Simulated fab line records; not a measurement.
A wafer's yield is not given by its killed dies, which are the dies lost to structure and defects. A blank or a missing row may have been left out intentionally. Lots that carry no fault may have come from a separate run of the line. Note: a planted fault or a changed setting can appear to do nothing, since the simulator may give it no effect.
Which tool did it? | flow sky130 | 11 lots with 33 wafers sampled at 5 steps, on a route of 708 steps

WHAT EACH GAUGE READ, for each wafer
SKY_PASSIVATION_THK_MEAS_01.
lot  | measured     | on            | PASSIVATION_CVD_00_THK (nm)
L854 | day 43 12:55 | film-metro-04 | 90.1 91.4 89.7
L856 | day 44 21:04 | film-metro-02 | 90.9 89.8 92.2
L858 | day 45 00:50 | film-metro-04 | 89.6 90.6 91.0
L857 | day 45 02:18 | film-metro-04 | 88.7 89.8 90.3
L859 | day 45 03:26 | film-metro-02 | 89.8 88.1 90.4
L861 | day 46 03:14 | film-metro-04 | 89.0 89.9 90.8
L862 | day 46 04:38 | film-metro-01 | 88.8 91.3 91.1
L863 | day 46 07:44 | film-metro-04 | 89.2 90.7 90.8
L864 | day 46 10:37 | film-metro-04 | 89.4 88.5 90.8
L873 | day 48 19:56 | film-metro-01 | 89.7 80.8 90.8 89.7 80.8 90.7
L876 | day 50 02:16 | film-metro-01 | 87.7 89.1 89.7

TOOL THAT RAN EACH LOT (tool first, then ch and the chambers of the sampled wafers, then the start)
lot  | SKY_CAP2M_STRIP_14                   | SKY_VIA4_ETCH_12                   | SKY_METAL5_SPUTTER_02        | SKY_PASSIVATION_CVD_00
L854 | plasma-asher-04 ch 0,1, day 40 09:08 | rie-diel-03 ch 1,2,3, day 42 11:41 | pvd-sputter-01, day 42 13:31 | pecvd-01 ch 0,2, day 43 12:52
L856 | plasma-asher-04 ch 0,1, day 41 23:12 | rie-diel-03 ch 0,1,3, day 43 21:59 | pvd-sputter-04, day 43 23:23 | pecvd-01 ch 1,2, day 44 21:03
L858 | plasma-asher-04 ch 0, day 42 01:28   | rie-diel-02 ch 0,2, day 44 00:38   | pvd-sputter-03, day 44 02:03 | pecvd-03 ch 1,2, day 45 00:49
L857 | plasma-asher-03 ch 0,1, day 42 01:38 | rie-diel-04 ch 0,1,2, day 44 01:55 | pvd-sputter-03, day 44 03:34 | pecvd-02 ch 0,2, day 45 02:17
L859 | plasma-asher-03 ch 0,1, day 42 03:32 | rie-diel-02 ch 1,2, day 44 03:37   | pvd-sputter-01, day 44 05:02 | pecvd-01 ch 1,2, day 45 03:25
L861 | plasma-asher-04 ch 0,1, day 43 05:53 | rie-diel-04 ch 0,2, day 45 03:17   | pvd-sputter-01, day 45 04:42 | pecvd-02 ch 0,1, day 46 03:13
L862 | plasma-asher-02 ch 0,1, day 43 06:49 | rie-diel-02 ch 1,3, day 45 05:35   | pvd-sputter-03, day 45 06:59 | pecvd-01 ch 0,1,2, day 46 04:37
L863 | plasma-asher-03 ch 0,1, day 43 09:36 | rie-diel-04 ch 0,1,2, day 45 08:08 | pvd-sputter-03, day 45 09:35 | pecvd-01 ch 0,1,2, day 46 07:43
L864 | plasma-asher-02 ch 0,1, day 43 12:59 | rie-diel-04 ch 1,2,3, day 45 11:08 | pvd-sputter-01, day 45 12:35 | pecvd-01 ch 0,2, day 46 10:35
L873 | plasma-asher-02 ch 0,1, day 46 07:06 | rie-diel-03 ch 1,2, day 47 22:29   | pvd-sputter-01, day 48 00:10 | pecvd-02 ch 0,1, day 48 19:55
L876 | plasma-asher-03 ch 0,1, day 47 17:25 | rie-diel-03 ch 1,2, day 49 08:08   | pvd-sputter-04, day 49 09:33 | pecvd-03 ch 0,1, day 50 02:13
- SKY_CAP2M_STRIP_14: strips in O2/N2.
- SKY_VIA4_ETCH_12: etches SiO2 in C4F8/O2/Ar, stops on TiN, target depth 580 nm.
- SKY_METAL5_SPUTTER_02: material AlCu, target thk 1150 nm, time 61.2 s.
- SKY_PASSIVATION_CVD_00: deposits SiO2, target thk 90 nm.

WHAT THE TOOLS THEMSELVES READ (means of the sampled wafers that have a number; where no wafer has one, the mark that the record gives instead)
SKY_CAP2M_STRIP_14.
lot  | tool            | drypump-motor-current-A (A) | o2-flow-sccm (sccm) | oes-product-au (a.u.) | strip-time-to-endpoint-s (s)
L854 | plasma-asher-04 | 5.2                         | 3003                | 0.713                 | 12.74
L856 | plasma-asher-04 | 5.5                         | 2986                | 0.717                 | 12.77
L858 | plasma-asher-04 | 5.8                         | 3002                | 0.712                 | 12.64
L857 | plasma-asher-03 | 6.0                         | 2993                | 0.711                 | 12.73
L859 | plasma-asher-03 | 6.1                         | 3003                | 0.708                 | 12.69
L861 | plasma-asher-04 | 5.2                         | 3002                | 0.708                 | 12.72
L862 | plasma-asher-02 | 5.9                         | 3001                | 0.706                 | 12.73
L863 | plasma-asher-03 | 5.8                         | 3010                | 0.708                 | 12.71
L864 | plasma-asher-02 | 6.0                         | 2999                | 0.707                 | 12.65
L873 | plasma-asher-02 | 6.0                         | 3000                | 0.710                 | 12.72
L876 | plasma-asher-03 | 6.1                         | 3005                | 0.707                 | 12.70

SKY_VIA4_ETCH_12.
lot  | tool        | oes-product-au (a.u.)
L854 | rie-diel-03 | 0.928
L856 | rie-diel-03 | 0.929
L858 | rie-diel-02 | 0.933
L857 | rie-diel-04 | 0.928
L859 | rie-diel-02 | 0.929
L861 | rie-diel-04 | 0.924
L862 | rie-diel-02 | 0.931
L863 | rie-diel-04 | 0.926
L864 | rie-diel-04 | 0.924
L873 | rie-diel-03 | 0.926
L876 | rie-diel-03 | 0.925

SKY_METAL5_SPUTTER_02.
lot  | tool           | throttle-valve-pct (%)
L854 | pvd-sputter-01 | 31.0
L856 | pvd-sputter-04 | 29.7
L858 | pvd-sputter-03 | 29.2
L857 | pvd-sputter-03 | 30.0
L859 | pvd-sputter-01 | 30.9
L861 | pvd-sputter-01 | 30.7
L862 | pvd-sputter-03 | 29.3
L863 | pvd-sputter-03 | 29.7
L864 | pvd-sputter-01 | 30.8
L873 | pvd-sputter-01 | 31.1
L876 | pvd-sputter-04 | 31.0

SKY_PASSIVATION_CVD_00.
lot  | tool     | heater-power-w (W) | susceptor-temp-C (C)
L854 | pecvd-01 | 661                | 400.21
L856 | pecvd-01 | 714                | 400.05
L858 | pecvd-03 | 687                | 400.11
L857 | pecvd-02 | 680                | 400.03
L859 | pecvd-01 | 743                | 400.12
L861 | pecvd-02 | 736                | 399.85
L862 | pecvd-01 | 710                | 399.99
L863 | pecvd-01 | 759                | 400.01
L864 | pecvd-01 | 712                | 400.12
L873 | pecvd-02 | 639                | 399.95
L876 | pecvd-03 | 594                | 399.98

THE ANSWER, worked out from the rows above alone
Rule: usual is defined by the lots themselves. The widest of any qualifying gaps counts: lots, ordered by their means at a reading, are off when they make up no more than a third of the lots, leave a main group of 4 or more, and stand apart from it by 3 or more times the standard deviation of that group's means. Not used: any main group whose means are identical at the precision the tables above print for the reading. A lot without any number at a reading at which 4 lots or more have one is off too. All remaining lots with rows at the step are treated as sound. The gauges are gone through in route order, then the tools' own readings, and for those a lot's mean is taken as printed above. The first step at which some lot is off is used, and at that step the reading that is off furthest; a lot without a number counts as furthest.
Across all readings shown, no lot is off: no conclusion can be drawn from this.

WHAT THE SIMULATOR HAD PUT IN
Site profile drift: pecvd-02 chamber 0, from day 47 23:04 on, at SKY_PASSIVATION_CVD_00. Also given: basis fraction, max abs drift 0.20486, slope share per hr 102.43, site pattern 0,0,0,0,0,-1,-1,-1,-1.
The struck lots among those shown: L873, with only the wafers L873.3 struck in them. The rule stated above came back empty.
